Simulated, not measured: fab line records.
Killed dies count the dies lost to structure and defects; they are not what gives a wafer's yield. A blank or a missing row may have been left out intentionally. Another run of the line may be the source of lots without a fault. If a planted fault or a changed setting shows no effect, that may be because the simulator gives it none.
Chamber matching -- flow sky130 -- 4 sister chambers for SKY_METAL3_ETCH_17 on rie_diel-03
The step etches SiO2 in C4F8/O2/Ar, stops on TiN, time 3.9 s, target depth 15 nm. 4 wafers are shown with their chamber, then 10 later ones without.

## WAFERS WITH THEIR CHAMBER
wafer,chamber,oes_product_au (a.u.)
L091.2,2,0.739
L091.4,1,0.752
L092.1,0,0.749
L092.2,3,0.740

## WAFERS WITH NO CHAMBER GIVEN
wafer,oes_product_au (a.u.)
L092.3,0.736
L092.4,0.754
L092.5,0.755
L092.6,0.747
L096.1,0.739
L096.2,0.744
L096.3,0.763
L096.4,0.760
L096.5,0.751
L096.6,0.760

## CHAMBER TAKEN BY EACH
wafer,from the rows above,in truth
L092.3,can't be placed: 2 or 3 or 0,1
L092.4,can't be placed: 1 or 0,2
L092.5,can't be placed: 1 or 0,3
L092.6,can't be placed: 0 or 1 or 3 or 2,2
L096.1,can't be placed: 2 or 3 or 0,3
L096.2,can't be placed: 3 or 0 or 2 or 1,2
L096.3,can't be placed: 1 or 0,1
L096.4,can't be placed: 1 or 0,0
L096.5,can't be placed: 1 or 0 or 3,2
L096.6,can't be placed: 1 or 0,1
0 of 10 placed correctly. From these rows, 10 cannot be placed; in 6 the true chamber is one of the candidates. Number placed wrongly: 0.
How it was worked out, from the rows above alone: a wafer's distance from a chamber is the root of the sum, over the readings, of the square of ((its reading less the chamber's mean) divided by the reading's scatter). If the next closest chamber is less than 2 further off than the closest, the wafer can't be placed; otherwise it belongs to the closest. The mean given for a chamber averages the wafers shown for that chamber. The scatter: root of mean squared gap, hidden wafer to nearest shown wafer, with one shown wafer a chamber.
